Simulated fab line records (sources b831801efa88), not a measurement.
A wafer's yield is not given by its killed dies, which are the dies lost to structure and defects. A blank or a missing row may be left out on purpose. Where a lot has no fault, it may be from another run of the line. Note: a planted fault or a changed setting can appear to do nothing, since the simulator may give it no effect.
A struck lot beside a sound one -- flow sky130 -- 43 out of 708 route steps
Sound: wafers L891.4, L891.5, L891.6. Struck: wafers L905.1, L905.2, L905.5. The cause is named last.
At each step with rows: each side's tool, then ch and its chambers, then its first start. Under that, the readings that differ: sound wafers -- struck wafers -- difference of the means -- sigmas: that difference in standard deviations of wafers without a fault.
alike: readings with means less than 2 such deviations apart, plus words and numbers identical on both sides. not compared: withheld readings, readings lacking a value on some wafer, bounds such as >300 that could conceal the same value, and numbers that have no deviation in the record and whose values overlap.
The two part at a step that has a row with sigmas, a row that says differs or no value, or rows on one side only. Numbers that have no deviation but don't overlap get no sigmas and don't part them. A reading missing from all wafers of one side parts the sides only when that side holds two or more wafers.

first, 8 steps without rows for these wafers: SKY_LDD_N_IMPLANT_08; SKY_LDD_N_IMPLANT_09; SKY_LDD_N_IMPLANT_10; SKY_LDD_N_IMPLANT_11; SKY_LDD_N_IMPLANT_12; SKY_LDD_N_IMPLANT_13; SKY_LDD_N_IMPLANT_14; SKY_LDD_N_IMPLANT_15.
SKY_LDD_N_STRIP_16: strips in O2/N2.
  sound on plasma-asher-03 ch 0,1, day 17 17:14; struck on plasma-asher-04 ch 0,1, day 23 02:39
  alike: drypump-motor-current-A, oes-product-au, strip-time-to-endpoint-s
  not compared: rf-hours-counter-h
SKY_LDD_N_TW_MEAS_17:
  sound on film-metro-04, day 17 17:20; struck on film-metro-04, day 23 02:45
  alike: LDD_N_TW
then, 2 steps without rows for these wafers: SKY_LDD_P_DEHYDRATE_00 (time 60 s); SKY_LDD_P_HMDS_01 (prime time 60 s).
SKY_LDD_P_COAT_02: resist thk 1140 nm.
  struck on litho-track-01, day 23 17:16; sound on litho-track-02 ch 0, day 18 07:37
  no value came back on the struck wafers for chill-plate-temp-C (C), dispense-pressure-kPa (kPa); on the sound wafers chill-plate-temp-C (C) reads 23.05 23.16 23.00
then, 4 steps without rows for these wafers: SKY_LDD_P_SOFTBAKE_03 (time 60 s); SKY_LDD_P_EXPOSE_04 (exposes mask PSDM, target cd 380 nm); SKY_LDD_P_PEB_05; SKY_LDD_P_DEVELOP_06 (develop time 60 s).
SKY_LDD_P_CD_MEAS_07: the cd target is 380 nm.
  sound on cd-sem-02, day 18 22:56; struck on cd-sem-02, day 24 09:04
reading,sound,struck,difference,sigmas
cd-nm (nm),385.0 382.1 383.4,- - -,no value on the struck wafers,
SKY_LDD_P_OVL_MEAS_08:
  sound on overlay-02, day 18 23:01; struck on overlay-02, day 24 09:11
reading,sound,struck,difference,sigmas
LDD_P_OVL (nm),-0.3 -0.3 0.3,- - -,no value on the struck wafers,
after that, 1 step had no rows for these wafers: SKY_LDD_P_IMPLANT_09.
SKY_LDD_P_STRIP_10: strips in O2/N2.
  sound on plasma-asher-03 ch 0,1, day 18 23:13; struck on plasma-asher-01 ch 0,1, day 24 09:22
  no value came back on the struck wafers for oes-product-au (a.u.), strip-time-to-endpoint-s (s); on the sound wafers oes-product-au (a.u.) reads 0.718 0.723 0.720
  alike: drypump-motor-current-A
  not compared: rf-hours-counter-h
SKY_LDD_P_TW_MEAS_11:
  sound on film-metro-04, day 18 23:18; struck on film-metro-02, day 24 09:28
  alike: LDD_P_TW
then, 7 steps without rows for these wafers: SKY_LDD_HVN_DEHYDRATE_00 (time 60 s); SKY_LDD_HVN_HMDS_01 (prime time 60 s); SKY_LDD_HVN_COAT_02 (resist thk 300 nm); SKY_LDD_HVN_SOFTBAKE_03 (time 60 s); SKY_LDD_HVN_EXPOSE_04 (exposes mask HVNTM, target cd 700 nm); SKY_LDD_HVN_PEB_05; SKY_LDD_HVN_DEVELOP_06 (develop time 60 s).
SKY_LDD_HVN_OVL_MEAS_07:
  sound on overlay-02, day 20 05:35; struck on overlay-01, day 25 13:46
  alike: LDD_HVN_OVL
after that, 1 step had no rows for these wafers: SKY_LDD_HVN_IMPLANT_08.
SKY_LDD_HVN_STRIP_09: strips in O2/N2.
  sound on plasma-asher-01 ch 0,1, day 20 05:47; struck on plasma-asher-01 ch 0,1, day 25 13:57
  alike: drypump-motor-current-A, oes-product-au, strip-time-to-endpoint-s
  not compared: rf-hours-counter-h
SKY_LDD_HVN_TW_MEAS_10:
  sound on film-metro-03, day 20 05:53; struck on film-metro-01, day 25 14:03
reading,sound,struck,difference,sigmas
LDD_HVN_TW,1429 1427 1435,1470 1470 1474,+41,+4
then, 7 steps without rows for these wafers: SKY_LDD_HVP_DEHYDRATE_00 (time 60 s); SKY_LDD_HVP_HMDS_01 (prime time 60 s); SKY_LDD_HVP_COAT_02 (resist thk 300 nm); SKY_LDD_HVP_SOFTBAKE_03 (time 60 s); SKY_LDD_HVP_EXPOSE_04 (exposes mask HVPTM, target cd 700 nm); SKY_LDD_HVP_PEB_05; SKY_LDD_HVP_DEVELOP_06 (develop time 60 s).
SKY_LDD_HVP_OVL_MEAS_07:
  sound on overlay-02, day 21 12:28; struck on overlay-01, day 26 19:04
  alike: LDD_HVP_OVL
after that, 1 step had no rows for these wafers: SKY_LDD_HVP_IMPLANT_08.
SKY_LDD_HVP_TW_MEAS_10:
  sound on film-metro-02, day 21 12:45; struck on film-metro-03, day 26 19:21
reading,sound,struck,difference,sigmas
LDD_HVP_TW,461 464 461,698 693 699,+235,+67

## WHERE THEY PART
At SKY_LDD_P_COAT_02 first; at SKY_LDD_HVP_TW_MEAS_10 last (within this record only).

WHY: whatever the simulator had introduced
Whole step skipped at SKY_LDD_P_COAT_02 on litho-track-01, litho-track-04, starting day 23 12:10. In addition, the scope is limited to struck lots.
